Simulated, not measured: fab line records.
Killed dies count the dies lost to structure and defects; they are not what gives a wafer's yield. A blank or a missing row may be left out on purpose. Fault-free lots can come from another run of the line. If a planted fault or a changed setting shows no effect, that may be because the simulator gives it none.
A lot that was struck, set against a sound lot :: flow sky130 :: 43 steps out of a route of 708
Sound: these wafers, L733.1, L733.2, L733.4. Struck: wafers L750.3, L750.5. (L750.6 of the same lot was not struck and is left out.) The cause comes at the end.
At each step with rows: each side's tool, then ch and its chambers, then its first start. Under that, the readings that differ: sound wafers :: struck wafers :: difference of the means :: sigmas: that difference in standard deviations of wafers without a fault.
alike: words and numbers the same on both sides, and readings whose means are apart by under 2 such deviations; not compared: readings that were withheld, readings missing a value for some wafer, numbers with overlapping values and no deviation given by the record, and bounds like >300 which may hide the same value.
A row with sigmas, a row that says differs or no value, or rows on one side alone: a step with any of these is where the two part. Non-overlapping numbers with no deviation appear without sigmas and do not part them. Lack of a reading on every wafer of one side parts them only where that side has two or more wafers.

first, 4 steps without rows for these wafers: SKY_VIA2_CLEAN_18 (cleans in IPA, time 180 s); SKY_VIA2_CLEAN_19 (cleans in O3/DIW); SKY_VIA2_SPUTTER_20 (material TiN, target thk 20 nm, time 80 s); SKY_VIA2_CVD_21 (deposits W, target thk 420 nm, time 126.4 s).
SKY_VIA2_RS_MEAS_22: uses a four-point probe to measure.
  sound on film_metro-02 at day 38 03:40; struck on film_metro-01 at day 42 23:38
  alike: VIA2_W_RS
SKY_VIA2_THK_MEAS_23: measures by xrf.
  sound on film_metro-02 at day 38 03:47; struck on film_metro-01 at day 42 23:44
  alike: VIA2_W_THK
then, 2 steps without rows for these wafers: SKY_VIA2_CMP_24 (polishes, stops on SiO2, t overpolish 20 s, target thk 0 nm); SKY_METAL3_SPUTTER_00 (material Ti, target thk 15 nm, time 10 s).
SKY_METAL3_SPUTTER_01: material TiN, target thk 20 nm, time 16.7 s.
  sound on pvd_sputter-03 at day 38 04:10; struck on pvd_sputter-03 at day 43 00:06
  alike: throttle_valve_pct
SKY_METAL3_SPUTTER_02: material AlCu, target thk 735 nm, time 39.1 s.
  sound on pvd_sputter-03 at day 38 04:12; struck on pvd_sputter-03 at day 43 00:08
  alike: throttle_valve_pct
then, 2 steps without rows for these wafers: SKY_METAL3_SPUTTER_03 (material Ti, target thk 5 nm, time 3.3 s); SKY_METAL3_SPUTTER_04 (material TiN, target thk 70 nm, time 58.3 s).
SKY_CAPM_CVD_00: deposits SiO2, target thk 15.5 nm.
  sound on pecvd-01 ch 1,2, day 38 04:19; struck on pecvd-02 ch 0, day 43 00:15
  alike: heater_power_w
SKY_CAPM_THK_MEAS_01:
  sound on film_metro-02 at day 38 04:20; struck on film_metro-03 at day 43 00:17
  alike: CAPM_CVD_00_THK
then, 1 step without rows for these wafers: SKY_CAPM_SPUTTER_02 (material TiN, target thk 200 nm, time 169.9 s).
SKY_CAPM_RS_MEAS_03: uses a four-point probe to measure.
  sound on film_metro-03 at day 38 04:31; struck on film_metro-04 at day 43 00:29
reading: CAPM_TIN_RS (ohm/sq)
sound: 6.54 6.59 6.60
struck: 6.76 6.71
difference: +0.16
sigmas: +2
SKY_CAPM_THK_MEAS_04: measures by xrf.
  sound on film_metro-03 at day 38 04:38; struck on film_metro-04 at day 43 00:35
  alike: CAPM_TIN_THK
then, 7 steps without rows for these wafers: SKY_CAPM_DEHYDRATE_05 (time 60 s); SKY_CAPM_HMDS_06 (prime time 60 s); SKY_CAPM_COAT_07 (resist thk 1140 nm); SKY_CAPM_SOFTBAKE_08 (time 60 s); SKY_CAPM_EXPOSE_09 (exposes mask CAPM, target cd 1000 nm); SKY_CAPM_PEB_10; SKY_CAPM_DEVELOP_11 (develop time 60 s).
SKY_CAPM_OVL_MEAS_12:
  sound on overlay-02 at day 39 05:34; struck on overlay-01 at day 43 23:14
  alike: CAPM_OVL
then, 1 step without rows for these wafers: SKY_CAPM_METAL_ETCH_13 (etches TiN in Cl2/BCl3, stops on SiO2, target depth 220 nm, time 62.9 s).
SKY_CAPM_STRIP_14: strips in O2/N2.
  sound on plasma_asher-03 ch 0,1, day 39 05:41; struck on plasma_asher-02 ch 0,1, day 43 23:23
reading: oes_product_au (a.u.)
sound: 0.715 0.712 0.716
struck: 0.706 0.703
difference: -0.010
sigmas: -2
  alike: drypump_motor_current_A, strip_time_to_endpoint_s
  not compared: rf_hours_counter_h
then, 11 steps without rows for these wafers: SKY_CAPM_STRIP_15 (strips in post etch residue remover, time 1200 s); SKY_CAPM_CLEAN_16 (cleans in IPA, time 180 s); SKY_CAPM_CLEAN_17 (cleans in O3/DIW); SKY_METAL3_DEHYDRATE_05 (time 60 s); SKY_METAL3_HMDS_06 (prime time 60 s); SKY_METAL3_COAT_07 (resist thk 60 nm); SKY_METAL3_COAT_08 (resist thk 1140 nm); SKY_METAL3_SOFTBAKE_09 (time 90 s); SKY_METAL3_EXPOSE_10 (exposes mask MM3, target cd 300 nm); SKY_METAL3_PEB_11; SKY_METAL3_DEVELOP_12 (develop time 60 s).
SKY_METAL3_CD_MEAS_13 targets a cd of 300 nm.
  sound on cd_sem-01 at day 40 06:56; struck on cd_sem-02 at day 44 22:03
  alike: cd_nm
SKY_METAL3_OVL_MEAS_14:
  sound on overlay-02 at day 40 07:03; struck on overlay-02 at day 44 22:09
  alike: METAL3_OVL
SKY_METAL3_DESCUM_15: chemistry O2, time 8 s.
  sound on rie_metal-03 ch 0,1, day 40 07:05; struck on rie_metal-03 ch 1, day 44 22:11
  alike: drypump_motor_current_A, oes_product_au
  not compared: rf_hours_counter_h
SKY_METAL3_ETCH_16: etches BARC in N2/H2, stops on SiO2, time 88.2 s, target depth 60 nm.
  sound on rie_metal-03 ch 0,1, day 40 07:07; struck on rie_metal-03 ch 1, day 44 22:18
  alike: drypump_motor_current_A, oes_product_au, throttle_valve_pct
  not compared: rf_hours_counter_h
-- the record jumps here: 6 days lie between the struck wafers' starts before and after (it left off in module METAL3 and takes up again in module PAD_OPEN, whose first step shown is number 708 of the route) --
SKY_PAD_OPEN_PROBE_99:
  sound on prober-02 at day 47 06:20; struck on prober-01 at day 50 21:37
reading: hold
sound: - - -
struck: await_dispo/2.6h/release await_dispo/2.6h/release
difference: no value on the sound wafers
sigmas: 

reading: defect_limited_yield (%)
sound: 82.5 80.1 82.1
struck: 76.2 75.4
difference: -5.8
sigmas: -3

reading: killed_at_other
sound: 0 1 1
struck: 36 40
difference: +37
sigmas: +53

reading: killed_dies
sound: 86 98 88
struck: 117 121
difference: +28
sigmas: +3

reading: killed_on_rim
sound: 16 22 15
struck: 26 28
difference: +9
sigmas: +3

reading: sort_bin_3_pad_short (%)
sound: 0.8 0.8 0
struck: 3.5 3.7
difference: +3.1
sigmas: +8

reading: sort_bin_5_function (%)
sound: 10.2 11.8 10.4
struck: 14.6 14.0
difference: +3.5
sigmas: +2

reading: sort_n_pass
sound: 406 394 404
struck: 375 371
difference: -28
sigmas: -3

reading: sort_yield_pct (%)
sound: 82.5 80.1 82.1
struck: 76.2 75.4
difference: -5.8
sigmas: -3

reading: model.etest.tester.sort_n_pass
sound: 406 394 404
struck: 375 371
difference: -28
sigmas: 

reading: model.etest.tester.sort_yield_pct (%)
sound: 82.52 80.08 82.11
struck: 76.22 75.41
difference: -5.75
sigmas: 

reading: model.etest.tester.sort_bin_5_pct (%)
sound: 10.16 11.79 10.37
struck: 14.63 14.02
difference: +3.55
sigmas: 

reading: model.etest.tester.sort_bin_3_pct (%)
sound: 0.813 0.813 0
struck: 3.455 3.659
difference: +3.015
sigmas: 
  alike: killed_at_M0_to_M3, killed_at_M4_up, killed_at_contacts, killed_at_front_end, killed_open, killed_short, sort_bin_6_memory

== WHERE THEY PART ==
Earliest at SKY_CAPM_RS_MEAS_03; latest, in this record, at SKY_PAD_OPEN_PROBE_99.

WHY: whatever the simulator had introduced
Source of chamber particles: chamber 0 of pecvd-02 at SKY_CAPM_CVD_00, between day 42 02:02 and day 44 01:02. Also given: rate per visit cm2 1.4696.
